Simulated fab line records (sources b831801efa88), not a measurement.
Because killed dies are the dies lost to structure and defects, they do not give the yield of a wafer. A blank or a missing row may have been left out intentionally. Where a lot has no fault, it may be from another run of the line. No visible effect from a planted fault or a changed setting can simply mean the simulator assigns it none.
The tool behind it: which one? | flow gf180mcu | 7 lots with 21 wafers sampled at 3 steps, on a route of 602 steps

## WHAT THE GAUGES READ, wafer by wafer
GF_V1_CD_MEAS_14: target cd 260 nm.
lot  | measured     | on        | cd-nm (nm)
L456 | day 18 17:52 | cd-sem-01 | 259.2 258.9 258.0
L458 | day 19 16:37 | cd-sem-02 | 260.7 261.0 261.4
L462 | day 21 01:06 | cd-sem-02 | 260.0 259.4 260.7
L467 | day 22 15:41 | cd-sem-01 | 233.1 232.2 232.9
L470 | day 23 14:22 | cd-sem-02 | 239.1 238.8 239.9
L475 | day 25 06:20 | cd-sem-02 | 260.2 260.7 260.7
L477 | day 25 17:14 | cd-sem-01 | 258.6 258.4 258.7

## WHICH TOOL RAN EACH LOT (tool, then ch and the chambers of the sampled wafers, then the start)
lot  | GF_M1_STRIP_17                       | GF_V1_SOFTBAKE_10
L456 | plasma-asher-01 ch 0,1, day 17 14:10 | litho-track-01 ch 0, day 18 05:00
L458 | plasma-asher-01 ch 0,1, day 18 14:10 | litho-track-01 ch 0, day 19 03:00
L462 | plasma-asher-04 ch 0,1, day 19 23:30 | litho-track-03 ch 0, day 20 13:00
L467 | plasma-asher-04 ch 0,1, day 21 15:09 | litho-track-03 ch 0, day 22 04:00
L470 | plasma-asher-01 ch 0,1, day 22 14:19 | litho-track-03 ch 0, day 23 03:00
L475 | plasma-asher-03 ch 0,1, day 24 07:56 | litho-track-01 ch 0, day 24 19:00
L477 | plasma-asher-03 ch 0,1, day 24 19:21 | litho-track-02 ch 0, day 25 06:00
- GF_M1_STRIP_17: strips in O2/N2.
- GF_V1_SOFTBAKE_10: time 60 s.

## THE ANSWER, worked out from the rows above alone
Rule: what is usual is taken from the lots themselves. The widest of any qualifying gaps counts: lots, ordered by their means at a reading, are off when they make up no more than a third of the lots, leave a main group of 4 or more, and stand apart from it by 3 or more times the standard deviation of that group's means. Not used: any main group whose means are identical at the precision the tables above print for the reading. A lot without any number at a reading at which 4 lots or more have one is off too. All remaining lots with rows at the step are treated as sound.
Off, at GF_V1_CD_MEAS_14 on cd-nm: L467, L470. Mean 259.8 nm and standard deviation 0.98 in the main group.
If a tool, at a process step before that reading, ran all the lots that are off and no sound lot after the first of them, it fits. Gauges at GF_V1_CD_MEAS_14: tried the same way as those tools. One fits: GF_V1_SOFTBAKE_10 on litho-track-03. Its last sound lot is L462 (day 20 13:00), its first lot that is off L467 (day 22 04:00): a fault that began between those two fits.

## WHAT THE SIMULATOR HAD INSERTED
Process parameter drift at GF_V1_SOFTBAKE_10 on litho-track-03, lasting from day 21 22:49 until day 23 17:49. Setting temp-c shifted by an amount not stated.
Shown lots that were struck: L467, L470. The rule above reached the same finding.
